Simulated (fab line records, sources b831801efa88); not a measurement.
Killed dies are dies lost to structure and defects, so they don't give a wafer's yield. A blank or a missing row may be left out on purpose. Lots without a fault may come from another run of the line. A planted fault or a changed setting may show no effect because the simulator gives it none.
Which tool did it? | flow gf180mcu | 12 lots, 36 wafers sampled, at 5 steps of a route of 602

WHAT THE GAUGES READ, wafer by wafer
GF_LVPWELL_OVL_MEAS_07. Usual: LVPWELL_OVL 0.8 nm, standard deviation 1.4.
lot  | measured    | on         | LVPWELL_OVL (nm) | flag
L547 | day 3 19:25 | overlay-02 | -0.1 -1.2 -1.2   |
L548 | day 4 02:14 | overlay-02 | 0.7 1.0 1.9      |
L550 | day 4 17:52 | overlay-02 | -2.7 -3.1 -2.5   |
L552 | day 5 01:07 | overlay-01 | 3.1 2.6 2.5      |
L554 | day 5 13:34 | overlay-02 | 0.8 0.3 -0.8     |
L557 | day 6 05:49 | overlay-01 | 2.0 1.2 2.6      |
L561 | day 7 03:16 | overlay-02 | -2.1 -3.0 -1.6   |
L565 | day 8 03:56 | overlay-01 | 0.9 1.9 0.1      |
L567 | day 8 13:46 | overlay-01 | 0.8 1.8 0.7      |
L568 | day 8 20:17 | overlay-01 | 1.2 1.2 1.2      |
L569 | day 9 01:37 | overlay-01 | -0.2 0.3 -0.3    |
L570 | day 9 07:57 | overlay-01 | 1.8 0.6 1.0      |

GF_LVPWELL_TW_MEAS_11. Usual: LVPWELL_TW 569, standard deviation 3.
lot  | measured    | on            | LVPWELL_TW  | flag
L547 | day 3 19:51 | film_metro-04 | 567 563 569 |
L548 | day 4 02:40 | film_metro-03 | 572 574 576 |
L550 | day 4 18:19 | film_metro-02 | 567 571 566 |
L552 | day 5 01:34 | film_metro-03 | 573 575 571 |
L554 | day 5 14:01 | film_metro-03 | 571 572 571 |
L557 | day 6 06:16 | film_metro-03 | 572 569 572 |
L561 | day 7 03:43 | film_metro-02 | 568 571 568 |
L565 | day 8 04:23 | film_metro-04 | 565 566 565 |
L567 | day 8 14:13 | film_metro-04 | 568 565 566 |
L568 | day 8 20:52 | film_metro-03 | 569 568 566 |
L569 | day 9 02:04 | film_metro-04 | 568 567 564 |
L570 | day 9 08:23 | film_metro-02 | 570 571 570 |

WHICH TOOL RAN EACH LOT (tool, then ch and the chambers of the sampled wafers, then the start)
lot  | GF_DNWELL_COAT_02                | GF_DNWELL_STRIP_08                  | GF_NWELL_STRIP_10
L547 | litho_track-04 ch 0, day 2 10:51 | plasma_asher-01 ch 1, day 2 17:37   | plasma_asher-04 ch 0,1, day 3 06:28
L548 | litho_track-04 ch 0, day 2 16:48 | plasma_asher-04 ch 0,1, day 2 23:24 | plasma_asher-01 ch 0,1, day 3 12:46
L550 | litho_track-03 ch 0, day 3 06:01 | plasma_asher-01 ch 0,1, day 3 13:19 | plasma_asher-01 ch 0,1, day 4 03:41
L552 | litho_track-01 ch 0, day 3 14:57 | plasma_asher-03 ch 0,1, day 3 21:22 | plasma_asher-01 ch 0,1, day 4 11:25
L554 | litho_track-03 ch 0, day 4 01:58 | plasma_asher-03 ch 1, day 4 09:00   | plasma_asher-02 ch 0,1, day 4 23:47
L557 | litho_track-03 ch 0, day 4 17:10 | plasma_asher-04 ch 0,1, day 5 00:26 | plasma_asher-02 ch 0,1, day 5 15:04
L561 | litho_track-04 ch 0, day 5 13:52 | plasma_asher-01 ch 0,1, day 5 22:12 | plasma_asher-04 ch 0,1, day 6 12:20
L565 | litho_track-03 ch 0, day 6 12:21 | plasma_asher-03 ch 0,1, day 6 20:38 | plasma_asher-01 ch 0,1, day 7 12:26
L567 | litho_track-01 ch 0, day 6 20:46 | plasma_asher-04 ch 0,1, day 7 04:27 | plasma_asher-02 ch 0,1, day 7 20:53
L568 | litho_track-03 ch 0, day 7 02:57 | plasma_asher-03 ch 0,1, day 7 11:18 | plasma_asher-01 ch 0,1, day 8 03:41
L569 | litho_track-01 ch 0, day 7 07:27 | plasma_asher-04 ch 0,1, day 7 15:57 | plasma_asher-04 ch 0,1, day 8 08:40
L570 | litho_track-01 ch 0, day 7 14:03 | plasma_asher-04 ch 0,1, day 7 21:55 | plasma_asher-04 ch 0,1, day 8 15:01
- GF_DNWELL_COAT_02: resist thk 3000 nm.
- GF_DNWELL_STRIP_08: strips in O2/N2.
- GF_NWELL_STRIP_10: strips in O2/N2.

WHAT THE TOOLS THEMSELVES READ (means of the sampled wafers that have a number; where no wafer has one, the mark that the record gives instead)
GF_DNWELL_COAT_02. Usual: dispense_pressure_kPa 53 kPa, standard deviation 3.8.
lot  | tool           | dispense_pressure_kPa (kPa) | flag
L547 | litho_track-04 | 50                          |
L548 | litho_track-04 | 50                          |
L550 | litho_track-03 | 58                          |
L552 | litho_track-01 | 50                          |
L554 | litho_track-03 | 58                          |
L557 | litho_track-03 | 58                          |
L561 | litho_track-04 | 50                          |
L565 | litho_track-03 | 58                          |
L567 | litho_track-01 | 50                          |
L568 | litho_track-03 | 58                          |
L569 | litho_track-01 | 50                          |
L570 | litho_track-01 | 50                          |

GF_DNWELL_STRIP_08. Usual: chamber_pressure_mTorr 1499.9 mTorr, standard deviation 1.4; drypump_motor_current_A 5.7 A, standard deviation 0.54; heater_power_w 316 W, standard deviation 27; oes_product_au 0.722 a.u., standard deviation 0.0043; platen_temp_c 250.01 C, standard deviation 0.18; strip_time_to_endpoint_s 36.96 s, standard deviation 0.091.
lot  | tool            | chamber_pressure_mTorr (mTorr) | drypump_motor_current_A (A) | heater_power_w (W) | oes_product_au (a.u.) | platen_temp_c (C) | strip_time_to_endpoint_s (s) | flag
L547 | plasma_asher-01 | 1500.6                         | 5.3                         | 318                | 0.721                 | 249.92            | 36.86                        |
L548 | plasma_asher-04 | 1500.4                         | 6.1                         | 340                | 0.722                 | 249.77            | 36.88                        |
L550 | plasma_asher-01 | 1500.4                         | 5.3                         | 318                | 0.720                 | 250.09            | 37.00                        |
L552 | plasma_asher-03 | 1501.3                         | 5.9                         | 302                | 0.721                 | 250.06            | 37.00                        |
L554 | plasma_asher-03 | 1499.7                         | 5.9                         | 262                | 0.721                 | 249.83            | 36.97                        |
L557 | plasma_asher-04 | 1499.2                         | 5.6                         | 326                | 0.720                 | 250.07            | 36.87                        |
L561 | plasma_asher-01 | 1500.1                         | 5.2                         | 323                | 0.724                 | 250.04            | 36.94                        |
L565 | plasma_asher-03 | 1501.5                         | 5.9                         | 298                | 0.722                 | 250.12            | 38.24                        | OFF
L567 | plasma_asher-04 | 1499.5                         | 5.6                         | 325                | 0.721                 | 250.16            | 36.94                        |
L568 | plasma_asher-03 | 1499.5                         | 5.9                         | 296                | 0.723                 | 250.15            | 38.24                        | OFF
L569 | plasma_asher-04 | 1499.9                         | 5.6                         | 322                | 0.724                 | 249.93            | 37.09                        |
L570 | plasma_asher-04 | 1499.7                         | 6.1                         | 338                | 0.721                 | 249.95            | 37.03                        |

GF_NWELL_STRIP_10. Usual: chamber_pressure_mTorr 1499.9 mTorr, standard deviation 1.3; drypump_motor_current_A 5.8 A, standard deviation 0.58; heater_power_w 337 W, standard deviation 24; oes_product_au 0.723 a.u., standard deviation 0.0043; platen_temp_c 250.00 C, standard deviation 0.21; strip_time_to_endpoint_s 36.95 s, standard deviation 0.1.
lot  | tool            | chamber_pressure_mTorr (mTorr) | drypump_motor_current_A (A) | heater_power_w (W) | oes_product_au (a.u.) | platen_temp_c (C) | strip_time_to_endpoint_s (s) | flag
L547 | plasma_asher-04 | 1499.3                         | 5.6                         | 319                | 0.725                 | 249.96            | 36.82                        |
L548 | plasma_asher-01 | 1500.1                         | 5.2                         | 324                | 0.723                 | 250.05            | 36.94                        |
L550 | plasma_asher-01 | 1500.8                         | 5.2                         | 322                | 0.720                 | 249.97            | 36.92                        |
L552 | plasma_asher-01 | 1501.8                         | 5.2                         | 319                | 0.726                 | 249.80            | 36.92                        |
L554 | plasma_asher-02 | 1500.5                         | 6.1                         | 353                | 0.723                 | 249.81            | 36.81                        |
L557 | plasma_asher-02 | 1500.1                         | 6.1                         | 363                | 0.722                 | 249.94            | 36.89                        |
L561 | plasma_asher-04 | 1499.7                         | 6.1                         | 341                | 0.724                 | 249.94            | 37.06                        |
L565 | plasma_asher-01 | 1500.4                         | 5.3                         | 326                | 0.723                 | 249.78            | 37.05                        |
L567 | plasma_asher-02 | 1498.5                         | 6.1                         | 350                | 0.720                 | 250.09            | 36.96                        |
L568 | plasma_asher-01 | 1500.7                         | 5.3                         | 315                | 0.721                 | 249.98            | 36.95                        |
L569 | plasma_asher-04 | 1499.1                         | 5.6                         | 325                | 0.723                 | 250.03            | 36.83                        |
L570 | plasma_asher-04 | 1500.6                         | 6.1                         | 338                | 0.722                 | 250.23            | 37.02                        |

THE ANSWER, worked out from the rows above alone
Rule: a lot is off if the mean of its wafers that have a number lies more than 3 standard deviations from the usual mean. A lot without any number at a reading at which 4 lots or more have one is off too. The other lots that the step has rows for count as sound. The gauges are gone through in route order, then the tools' own readings, and for those a lot's mean is taken as printed above. The first step at which some lot is off is used, and at that step the reading that is off furthest; a lot without a number counts as furthest.
Off: L565, L568, at GF_DNWELL_STRIP_08 (strip_time_to_endpoint_s).
A tool fits if, at that step or a process step before it, it ran every lot that is off, and no sound lot after the first of them. Can't be told from this: 2 tools fit, litho_track-03 at GF_DNWELL_COAT_02, plasma_asher-03 at GF_DNWELL_STRIP_08.

WHAT THE SIMULATOR HAD PUT IN
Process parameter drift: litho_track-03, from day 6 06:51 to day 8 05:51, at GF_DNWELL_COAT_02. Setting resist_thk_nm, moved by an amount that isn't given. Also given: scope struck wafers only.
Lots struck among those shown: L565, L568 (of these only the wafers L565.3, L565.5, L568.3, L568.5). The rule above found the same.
